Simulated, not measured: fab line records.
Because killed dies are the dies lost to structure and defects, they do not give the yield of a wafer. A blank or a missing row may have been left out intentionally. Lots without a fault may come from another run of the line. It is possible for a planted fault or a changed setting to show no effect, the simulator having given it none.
fab line records	flow sky130	part 1 of 2: steps 1 to 24 of 41
record: lots: 5	wafers: 15	lastDay: 49
route steps=708 shown FIELD_ISO@12 NWELL@32 DNWELL@35 PWDE@45
lots with no fault: from the same line, run without faults
startH: hours from the record's first day to the start of the lot's first wafer shown	waitH: time in hours since the lot's previous step	" the same as in the row above	L1.1+2: a single row standing in for several wafers	- either no value or no given start	* or withheld: withheld	< > ~ a bound
route shown NAME@n: a module of which the file shows steps, and the number in the route of the first	usual: mean and standard deviation over wafers with no fault	same: alike in all rows	chamber/n: place in a boat	sites: readings site by site	_std_site: standard deviation across them	_edge_site: inner sites' mean taken away from outer sites' mean	radiusMm: how far each site lies from the wafer's centre	mask NAME#n: copy n	behind: the tool/chamber that last shaped the wafer	hold: the reason the lot was held/the length of the hold in hours/how it ended	device: the n, p or np transistor that did not switch	end of line: tests run on the same wafers once the route is complete	where a step has no rows: the recipe by itself	killed: at the first sort, the dies lost to defects and structure; wafer yield is something else	map: the dies of a wafer, with x for killed, . for not killed, _ for no die there
set.NAME: setting as actually run; set.NAME@STEP: the setting as run at that earlier step	model.NAME: the simulator's own value behind a step, which no gauge read
a table for each step, a row for each wafer; lots at some steps of the route
services: when a tool's chamber went out of use (startH, in hours from the record's first day, below 0 if earlier), for how many hours, and the reason
== steps ==
step: SKY_FIELD_ISO_PEB_11
recipe: pebTempC: withheld	pebTimeS: withheld	resist: KrF-thick
lot.wafer	tool	chamber	startH	waitH
L075.3+4+6	lithoTrack-02	0	-	-
L078.2+3+4	lithoTrack-03	0	-	-
L083.2+3+6	lithoTrack-02	0	-	-
L090.2+5+6	lithoTrack-04	0	-	-
L093.3+5+6	lithoTrack-04	0	-	-
step: SKY_FIELD_ISO_DEVELOP_12
recipe: developTimeS: 60	resist: KrF-thick	devTempC: 21
lot.wafer	tool	chamber	startH	waitH
L075.3+4+6	lithoTrack-02	0	-	-
L078.2+3+4	lithoTrack-03	0	-	-
L083.2+3+6	lithoTrack-02	0	-	-
L090.2+5+6	lithoTrack-04	0	-	-
L093.3+5+6	lithoTrack-04	0	-	-
step: SKY_FIELD_ISO_CD_MEAS_13
recipe: targetCdNm: 150
usual: cdNm: 149.9/1.6
lot.wafer	tool	chamber	startH	waitH	cdNm
L075.3	cdSem-01	-	34.23	-	145.8
L075.4	"	-	"	"	145.6
L075.6	"	-	"	"	145.8
L078.2	cdSem-01	-	49.74	-	150.0
L078.3	"	-	"	"	148.9
L078.4	"	-	"	"	148.7
L083.2	cdSem-02	-	75.26	-	149.7
L083.3	"	-	"	"	150.9
L083.6	"	-	"	"	149.5
L090.2	cdSem-02	-	112.78	-	148.7
L090.5	"	-	"	"	148.4
L090.6	"	-	"	"	149.9
L093.3	cdSem-02	-	127.30	-	151.1
L093.5	"	-	"	"	152.2
L093.6	"	-	"	"	151.5
step: SKY_FIELD_ISO_ETCH_14
recipe: chemistry: N2/H2	target: BARC	ionEnergyEv: 200	sourceW: 500	biasW: 100	pressureMtorr: 30	n2FlowSccm: 100	h2FlowSccm: 200	stopOn: SiO2	timeS: 45.9	targetDepthA: 600
usual: drypumpMotorCurrentA: 5.8/0.3	oesProductAu: 0.855/0.0051	throttleValvePct: 13.225/0.0083
lot.wafer	tool	chamber	startH	waitH	drypumpMotorCurrentA	oesProductAu	rfHoursCounterH	throttleValvePct
L075.3	rieDiel-03	3	34.31	0.1	6.4	0.858	160	13.220
L075.4	"	0	"	"	5.9	0.861	139	13.223
L075.6	"	3	"	"	6.4	0.856	-	13.228
L078.2	rieDiel-04	2	49.84	0.1	5.8	0.846	149	13.224
L078.3	"	1	"	"	5.5	0.863	0	13.223
L078.4	"	3	"	"	6.0	0.859	160	13.217
L083.2	rieDiel-01	0	75.36	0.1	6.1	0.856	6	13.220
L083.3	"	2	"	"	5.7	0.869	1	13.234
L083.6	"	2	"	"	5.7	0.858	-	13.230
L090.2	rieDiel-04	1	112.88	0.1	5.5	0.859	1	13.232
L090.5	"	0	"	"	5.7	0.862	-	13.239
L090.6	"	1	"	"	5.5	0.859	-	13.219
L093.3	rieDiel-01	1	127.38	0.1	5.4	0.854	68	13.217
L093.5	"	3	"	"	6.0	0.851	-	13.228
L093.6	"	0	"	"	6.1	0.859	-	13.237
step: SKY_FIELD_ISO_ETCH_15
recipe: chemistry: CHF3/O2	targetDepthNm: 180	stopOn: Si	sourceW: 600	biasW: 200	pressureMtorr: 40	chf3FlowSccm: 50	O2_flow_sccm: 5	timeS: 72
usual: chf3FlowSccm: 50.00/0.15	drypumpMotorCurrentA: 5.79/0.3	oesProductAu: 0.951/0.0068	throttleValvePct: 8.844/0.01
lot.wafer	tool	chamber	startH	waitH	chf3FlowSccm	drypumpMotorCurrentA	oesProductAu	rfHoursCounterH	throttleValvePct
L075.3	rieDiel-03	3	34.35	0.0	49.96	6.32	0.938	160	8.845
L075.4	"	0	"	"	50.18	5.90	0.940	139	8.831
L075.6	"	3	"	"	49.76	6.34	0.953	-	8.838
L078.2	rieDiel-04	2	49.88	0.0	49.86	5.83	0.960	149	8.853
L078.3	"	1	"	"	50.02	5.50	0.955	0	8.863
L078.4	"	3	"	"	49.98	5.98	0.956	161	8.838
L083.2	rieDiel-01	0	75.40	0.0	50.03	6.12	0.955	6	8.841
L083.3	"	2	"	"	50.06	5.67	0.950	1	8.830
L083.6	"	2	"	"	50.15	5.67	0.947	-	8.858
L090.2	rieDiel-04	1	112.92	0.0	50.29	5.52	0.952	1	8.847
L090.5	"	0	"	"	50.30	5.69	0.961	-	8.840
L090.6	"	1	"	"	49.79	5.49	0.959	-	8.854
L093.3	rieDiel-01	1	127.42	0.0	49.75	5.44	0.945	69	8.836
L093.5	"	3	"	"	50.02	6.00	0.946	-	8.844
L093.6	"	0	"	"	50.12	6.13	0.949	-	8.847
step: SKY_FIELD_ISO_STRIP_16
recipe: chemistry: O2/N2	powerW: 1400	pressureMtorr: 1500	platenTempC: withheld	o2FlowSccm: 3000	n2FlowSccm: 300	overashFraction: 0.5
usual: drypumpMotorCurrentA: 5.9/0.32	oesProductAu: 0.378/0.0044	stripTimeToEndpointS: 3.55/0.035
lot.wafer	tool	chamber	startH	waitH	drypumpMotorCurrentA	oesProductAu	rfHoursCounterH	stripTimeToEndpointS
L075.3	plasmaAsher-03	1	34.44	0.1	6.1	0.370	-	3.48
L075.4	"	0	"	"	5.4	0.373	-	3.52
L075.6	"	1	"	"	6.2	0.372	-	3.48
L078.2	plasmaAsher-04	0	49.94	0.0	6.0	0.375	37	3.50
L078.3	"	0	"	"	6.0	0.375	-	3.58
L078.4	"	1	"	"	6.2	0.380	-	3.55
L083.2	plasmaAsher-03	1	75.46	0.0	6.1	0.382	39	3.59
L083.3	"	0	"	"	5.4	0.378	-	3.57
L083.6	"	0	"	"	5.4	0.377	-	3.53
L090.2	plasmaAsher-03	0	112.98	0.0	5.4	0.381	42	3.59
L090.5	"	1	"	"	6.2	0.375	-	3.58
L090.6	"	0	"	"	5.4	0.384	-	3.56
L093.3	plasmaAsher-03	1	127.51	0.1	6.1	0.380	-	3.60
L093.5	"	0	"	"	5.4	0.388	-	3.61
L093.6	"	1	"	"	6.1	0.372	-	3.59
step: SKY_FIELD_ISO_ETCH_17
recipe: targetDepthA: 3420	maskMaterial: Si3N4	chemistry: HBr/Cl2/O2	target: Si	taperDeg: 5	icpW: 600	biasW: 150	pressureMtorr: 15	HBr_flow_sccm: 150	Cl2_flow_sccm: 40	O2_flow_sccm: 6	timeS: 97.7
usual: drypumpMotorCurrentA: 5.5/0.5	oesProductAu: 0.999/0.0091	throttleValvePct: 25.658/0.01
lot.wafer	tool	chamber	startH	waitH	drypumpMotorCurrentA	oesProductAu	rfHoursCounterH	throttleValvePct
L075.3	rieSi-01	2	34.51	0.0	5.7	0.989	80	25.651
L075.4	"	3	"	"	6.2	0.987	1	25.659
L075.6	"	1	"	"	4.8	0.998	-	25.666
L078.2	rieSi-02	2	50.04	0.1	4.9	0.988	2	25.673
L078.3	"	1	"	"	6.0	1.003	104	25.665
L078.4	"	3	"	"	5.4	1.008	101	25.661
L083.2	rieSi-02	3	75.56	0.1	5.3	1.004	101	25.665
L083.3	"	1	"	"	6.0	1.000	104	25.671
L083.6	"	1	"	"	6.0	0.987	-	25.666
L090.2	rieSi-02	3	113.08	0.1	5.4	1.004	101	25.639
L090.5	"	1	"	"	6.0	0.997	-	25.662
L090.6	"	2	"	"	4.9	1.002	-	25.655
L093.3	rieSi-01	3	127.58	0.0	6.2	0.986	2	25.665
L093.5	"	0	"	"	5.0	0.989	-	25.676
L093.6	"	1	"	"	4.8	1.002	-	25.660
step: SKY_FIELD_ISO_WET_ETCH_18
recipe: chemistry: H3PO4	targetDepthNm: 25	tempC: 160	target: Si3N4	timeS: 286
usual: bathHeatDutyPct: 25.3/2.5
lot.wafer	tool	chamber	startH	waitH	bathHeatDutyPct
L075.3	wetBench-04	0	34.58	0.0	21.4
L075.4	"	0	"	"	23.5
L075.6	"	0	"	"	22.0
L078.2	wetBench-03	0	50.11	0.0	26.7
L078.3	"	0	"	"	25.9
L078.4	"	0	"	"	26.5
L083.2	wetBench-04	1	75.63	0.0	22.8
L083.3	"	1	"	"	24.4
L083.6	"	1	"	"	22.9
L090.2	wetBench-01	2	113.15	0.0	28.8
L090.5	"	2	"	"	26.0
L090.6	"	2	"	"	27.7
L093.3	wetBench-01	3	127.65	0.0	28.0
L093.5	"	3	"	"	27.2
L093.6	"	3	"	"	29.7
step: SKY_FIELD_ISO_CLEAN_19
recipe: chemistry: SC1/SC2	mix: 1:4:20	tempC: 70	timeS: 150
usual: bathHeatDutyPct: 13.2/1.2
lot.wafer	tool	chamber	startH	waitH	bathHeatDutyPct
L075.3	wetBench-01	0	34.66	0.0	11.7
L075.4	"	0	"	"	11.9
L075.6	"	0	"	"	12.0
L078.2	wetBench-04	0	50.20	0.0	11.2
L078.3	"	0	"	"	10.3
L078.4	"	0	"	"	10.8
L083.2	wetBench-01	1	75.72	0.0	13.4
L083.3	"	1	"	"	14.1
L083.6	"	1	"	"	14.4
L090.2	wetBench-04	1	113.32	0.0	11.9
L090.5	"	1	"	"	11.0
L090.6	"	1	"	"	11.1
L093.3	wetBench-01	2	127.74	0.0	14.5
L093.5	"	2	"	"	13.5
L093.6	"	2	"	"	14.6
step: SKY_FIELD_ISO_CLEAN_20
recipe: chemistry: dHF	timeS: 20	dilution: 100:1
lot.wafer	tool	chamber	startH	waitH
L075.3+4+6	wetBench-03	3	34.72	0.0
L078.2+3+4	wetBench-03	3	50.25	0.0
L083.2+3+6	wetBench-04	1	75.77	0.0
L090.2+5+6	wetBench-01	1	113.38	0.0
L093.3+5+6	wetBench-04	2	127.79	0.0
step: SKY_FIELD_ISO_WET_ETCH_21
recipe: chemistry: dHF	dilution: 100:1	targetDepthNm: 20	dry: ipaMarangoni	target: SiO2	tempC: 25	timeS: 400
usual: bathHeatDutyPct: 6.0/0.75
lot.wafer	tool	chamber	startH	waitH	bathHeatDutyPct
L075.3	wetBench-04	1	34.73	0.0	6.3
L075.4	"	1	"	"	5.3
L075.6	"	1	"	"	5.5
L078.2	wetBench-03	1	50.26	0.0	6.9
L078.3	"	1	"	"	6.5
L078.4	"	1	"	"	6.3
L083.2	wetBench-03	2	75.79	0.0	4.6
L083.3	"	2	"	"	6.4
L083.6	"	2	"	"	5.4
L090.2	wetBench-04	0	113.41	0.0	4.8
L090.5	"	0	"	"	5.0
L090.6	"	0	"	"	5.6
L093.3	wetBench-01	0	127.80	0.0	6.3
L093.5	"	0	"	"	5.6
L093.6	"	0	"	"	5.1
step: SKY_FIELD_ISO_OXIDATION_22
recipe: tempC: 950	ambient: O2	stabiliseS: 600	purgeS: 300	targetThkA: 100	oxTimeS: 623
usual: spikeTcTopC: 961.0/1.3	tube_center_temp_C_max: 952.5/0.4
lot.wafer	tool	chamber	startH	waitH	spikeTcTopC	tube_center_temp_C_max
L075.3	furnace-02	0	35.05	0.2	961.3	952.4
L075.4	"	0	"	"	961.6	952.3
L075.6	"	0	"	"	960.1	952.1
L078.2	furnace-02	0	51.99	1.6	961.3	952.3
L078.3	"	0	"	"	961.5	953.1
L078.4	"	0	"	"	960.5	953.7
L083.2	furnace-02	0	79.44	3.5	958.5	952.0
L083.3	"	0	"	"	959.6	952.7
L083.6	"	0	"	"	959.4	952.5
L090.2	furnace-01	0	114.30	0.8	962.1	951.9
L090.5	"	0	"	"	962.6	952.7
L090.6	"	0	"	"	962.2	952.2
L093.3	furnace-02	0	129.39	1.5	959.9	952.5
L093.5	"	0	"	"	960.7	952.1
L093.6	"	0	"	"	961.0	952.1
step: SKY_FIELD_ISO_THK_MEAS_23
recipe: reads: SiO2_of_FIELD_ISO_OXIDATION_22
usual: FIELD_ISO_OXIDATION_01_THK: 10.10/0.25
lot.wafer	tool	chamber	startH	waitH	FIELD_ISO_OXIDATION_01_THK[nm]
L075.3	filmMetro-04	-	36.24	0.0	10.02
L075.4	"	-	"	"	9.96
L075.6	"	-	"	"	10.22
L078.2	filmMetro-02	-	53.17	0.0	10.31
L078.3	"	-	"	"	10.42
L078.4	"	-	"	"	10.19
L083.2	filmMetro-04	-	80.62	0.0	10.33
L083.3	"	-	"	"	10.49
L083.6	"	-	"	"	10.50
L090.2	filmMetro-03	-	115.49	0.0	10.08
L090.5	"	-	"	"	9.73
L090.6	"	-	"	"	9.94
L093.3	filmMetro-03	-	130.58	0.0	10.62
L093.5	"	-	"	"	10.52
L093.6	"	-	"	"	10.58
step: SKY_FIELD_ISO_CVD_24
recipe: material: SiO2	targetThkNm: 595	tempC: 650	sigmaOpenFrac: 0.3	timeS: 99.2	sih4FlowSccm: 60	pressureMtorr: 6
lot.wafer	tool	chamber	startH	waitH
L075.3+4+6	hdpcvd-02	2,1,2	36.32	0.1
L078.2+3+4	hdpcvd-01	2,0,2	53.22	0.0
L083.2+3+6	hdpcvd-02	1	80.67	0.0
L090.2+5+6	hdpcvd-02	1,1,2	115.54	0.0
L093.3+5+6	hdpcvd-02	2,1,0	130.62	0.0
step: SKY_FIELD_ISO_THK_MEAS_25
recipe: reads: SiO2_of_FIELD_ISO_CVD_24
usual: FIELD_ISO_CVD_24_THK: 594/6.2
lot.wafer	tool	chamber	startH	waitH	FIELD_ISO_CVD_24_THK[nm]
L075.3	filmMetro-03	-	36.41	0.1	600
L075.4	"	-	"	"	595
L075.6	"	-	"	"	597
L078.2	filmMetro-03	-	53.34	0.1	586
L078.3	"	-	"	"	589
L078.4	"	-	"	"	583
L083.2	filmMetro-03	-	80.79	0.1	591
L083.3	"	-	"	"	594
L083.6	"	-	"	"	585
L090.2	filmMetro-04	-	115.65	0.1	591
L090.5	"	-	"	"	591
L090.6	"	-	"	"	595
L093.3	filmMetro-04	-	130.71	0.1	589
L093.5	"	-	"	"	588
L093.6	"	-	"	"	597
step: SKY_FIELD_ISO_ANNEAL_26
recipe: tempC: 1000	timeS: 1800	ambient: N2
usual: spikeTcTopC: 1011.1/1.3	tube_center_temp_C_max: 1002.5/0.36
lot.wafer	tool	chamber	startH	waitH	spikeTcTopC	tube_center_temp_C_max
L075.3	furnace-01	0	37.54	1.1	1011.9	1002.7
L075.4	"	0	"	"	1013.4	1001.8
L075.6	"	0	"	"	1011.5	1002.2
L078.2	furnace-02	0	53.39	0.0	1008.5	1002.5
L078.3	"	0	"	"	1010.1	1002.7
L078.4	"	0	"	"	1009.4	1002.7
L083.2	furnace-01	0	83.21	2.4	1011.7	1002.3
L083.3	"	0	"	"	1012.5	1002.9
L083.6	"	0	"	"	1012.1	1002.1
L090.2	furnace-02	0	116.63	1.0	1010.0	1002.3
L090.5	"	0	"	"	1009.7	1002.4
L090.6	"	0	"	"	1009.6	1002.2
L093.3	furnace-02	0	132.09	1.4	1010.6	1002.4
L093.5	"	0	"	"	1009.5	1002.4
L093.6	"	0	"	"	1010.5	1001.8
step: SKY_FIELD_ISO_CMP_27
recipe: stopOn: Si3N4	tOverpolishS: 16	downForcePsi: 4	platenRpm: 60	targetThkNm: 457.8	padVelocityMS: 0.94248
usual: motorCurrentA: 12.1/1	overpolishRunS: 15.999/0.0097	timeToEndpointS: 113/4.3
same: tOverpolishS: 16
lot.wafer	tool	chamber	startH	waitH	motorCurrentA	overpolishRunS	timeToEndpointS
L075.4	cmp-01	2	39.23	0.2	12.7	15.993	108
L075.3	"	3	"	"	11.7	16.003	114
L075.6	"	1	"	"	12.3	16.001	111
L078.2	cmp-01	0	54.89	0.0	11.8	16.004	116
L078.3	"	2	"	"	12.8	16.007	111
L078.4	"	3	"	"	11.6	15.967	113
L083.2	cmp-01	3	84.76	0.1	11.5	15.984	106
L083.3	"	1	"	"	13.3	16.015	107
L083.6	"	2	"	"	12.1	16.012	104
L090.2	cmp-02	0	118.13	0.0	14.3	15.998	111
L090.6	"	0	"	"	13.4	16.007	110
L090.5	"	1	"	"	9.8	16.013	117
L093.3	cmp-02	0	133.74	0.1	13.3	16.009	110
L093.5	"	1	"	"	10.1	16.013	119
L093.6	"	2	"	"	10.7	15.995	117
step: SKY_FIELD_ISO_WET_ETCH_28
recipe: chemistry: dHF	targetDepthNm: 23.7	target: SiO2	dilution: 10:1	tempC: 25	timeS: 47
usual: bathHeatDutyPct: 6.0/0.74
lot.wafer	tool	chamber	startH	waitH	bathHeatDutyPct
L075.3	wetBench-04	2	39.48	0.1	6.0
L075.4	"	2	"	"	6.2
L075.6	"	2	"	"	6.6
L078.2	wetBench-01	0	55.19	0.2	6.4
L078.3	"	0	"	"	4.8
L078.4	"	0	"	"	5.7
L083.2	wetBench-01	2	85.01	0.2	6.6
L083.3	"	2	"	"	6.4
L083.6	"	2	"	"	7.7
L090.2	wetBench-04	0	118.43	0.2	4.5
L090.5	"	0	"	"	5.9
L090.6	"	0	"	"	5.3
L093.3	wetBench-04	0	133.89	0.1	4.0
L093.5	"	0	"	"	4.7
L093.6	"	0	"	"	5.4
step: SKY_FIELD_ISO_WET_ETCH_29
recipe: chemistry: H3PO4	targetDepthNm: 160	target: Si3N4	tempC: 160	timeS: 1825
usual: bathHeatDutyPct: 25.7/2.7
lot.wafer	tool	chamber	startH	waitH	bathHeatDutyPct
L075.3	wetBench-01	0	39.50	0.0	23.0
L075.4	"	0	"	"	24.3
L075.6	"	0	"	"	24.1
L078.2	wetBench-04	2	55.24	0.0	24.9
L078.3	"	2	"	"	25.5
L078.4	"	2	"	"	25.9
L083.2	wetBench-04	3	85.03	0.0	27.8
L083.3	"	3	"	"	27.2
L083.6	"	3	"	"	30.5
L090.2	wetBench-01	0	118.46	0.0	25.9
L090.5	"	0	"	"	22.0
L090.6	"	0	"	"	25.3
L093.3	wetBench-01	3	133.92	0.0	28.3
L093.5	"	3	"	"	30.1
L093.6	"	3	"	"	30.3
step: SKY_FIELD_ISO_WET_ETCH_30
recipe: chemistry: dHF	targetDepthNm: 25	target: SiO2	dilution: 10:1	tempC: 25	timeS: 50
usual: bathHeatDutyPct: 6.1/0.67
lot.wafer	tool	chamber	startH	waitH	bathHeatDutyPct
L075.3	wetBench-03	0	40.01	0.0	5.8
L075.4	"	0	"	"	5.4
L075.6	"	0	"	"	6.4
L078.2	wetBench-01	1	55.75	0.0	7.2
L078.3	"	1	"	"	6.9
L078.4	"	1	"	"	6.8
L083.2	wetBench-03	2	85.54	0.0	5.2
L083.3	"	2	"	"	6.1
L083.6	"	2	"	"	6.9
L090.2	wetBench-03	3	119.49	0.0	6.0
L090.5	"	3	"	"	5.7
L090.6	"	3	"	"	5.8
L093.3	wetBench-03	3	134.43	0.0	5.3
L093.5	"	3	"	"	5.8
L093.6	"	3	"	"	6.3
step: SKY_NWELL_CLEAN_00
recipe: chemistry: SC1/SC2	mix: 1:4:20	tempC: 70	timeS: 150	dry: n2Spin
usual: bathHeatDutyPct: 13.0/1.5
lot.wafer	tool	chamber	startH	waitH	bathHeatDutyPct
L075.3	wetBench-04	3	40.04	0.0	15.0
L075.4	"	3	"	"	14.8
L075.6	"	3	"	"	14.4
L078.2	wetBench-04	3	55.80	0.0	14.0
L078.3	"	3	"	"	13.7
L078.4	"	3	"	"	15.5
L083.2	wetBench-01	2	85.57	0.0	13.2
L083.3	"	2	"	"	14.8
L083.6	"	2	"	"	14.1
L090.2	wetBench-04	1	119.51	0.0	10.6
L090.5	"	1	"	"	11.4
L090.6	"	1	"	"	11.4
L093.3	wetBench-04	0	134.45	0.0	10.1
L093.5	"	0	"	"	11.0
L093.6	"	0	"	"	10.2
step: SKY_NWELL_OXIDATION_01
recipe: tempC: 900	ambient: O2	stabiliseS: 600	purgeS: 300	targetThkA: 100	oxTimeS: 1418
usual: spikeTcTopC: 912.0/1.3	tube_center_temp_C_max: 902.4/0.4
lot.wafer	tool	chamber	startH	waitH	spikeTcTopC	tube_center_temp_C_max
L075.3	furnace-02	0	40.65	0.6	909.8	903.0
L075.4	"	0	"	"	909.2	902.9
L075.6	"	0	"	"	910.4	902.8
L078.2	furnace-01	0	55.91	0.1	913.0	902.6
L078.3	"	0	"	"	912.2	902.5
L078.4	"	0	"	"	913.2	902.4
L083.2	furnace-01	0	90.47	4.9	912.0	901.9
L083.3	"	0	"	"	913.6	902.2
L083.6	"	0	"	"	914.0	902.7
L090.2	furnace-01	0	119.56	0.0	911.3	902.5
L090.5	"	0	"	"	910.8	902.4
L090.6	"	0	"	"	912.3	902.1
L093.3	furnace-02	0	135.12	0.6	911.9	902.4
L093.5	"	0	"	"	910.6	902.3
L093.6	"	0	"	"	911.0	901.9
step: SKY_NWELL_THK_MEAS_02
recipe: reads: SiO2_of_NWELL_OXIDATION_01
usual: NWELL_OXIDATION_THK: 9.95/0.19
lot.wafer	tool	chamber	startH	waitH	NWELL_OXIDATION_THK[nm]
L075.3	filmMetro-02	-	42.07	0.0	9.82
L075.4	"	-	"	"	9.94
L075.6	"	-	"	"	10.00
L078.2	filmMetro-02	-	57.32	0.0	9.78
L078.3	"	-	"	"	9.82
L078.4	"	-	"	"	9.82
L083.2	filmMetro-02	-	91.88	0.0	9.76
L083.3	"	-	"	"	9.90
L083.6	"	-	"	"	9.81
L090.2	filmMetro-01	-	120.97	0.0	9.90
L090.5	"	-	"	"	9.99
L090.6	"	-	"	"	9.96
L093.3	filmMetro-01	-	136.54	0.0	9.86
L093.5	"	-	"	"	10.00
L093.6	"	-	"	"	10.06
step: SKY_DNWELL_DEHYDRATE_00
recipe: tempC: 200	timeS: 60
lot.wafer	tool	chamber	startH	waitH
L075.3+4+6	lithoTrack-03	0	49.77	7.7
L078.2+3+4	lithoTrack-04	0	65.23	7.9
L083.2+3+6	lithoTrack-04	0	99.98	8.1
L090.2+5+6	lithoTrack-04	0	129.33	8.4
L093.3+5+6	lithoTrack-01	0	145.76	9.2
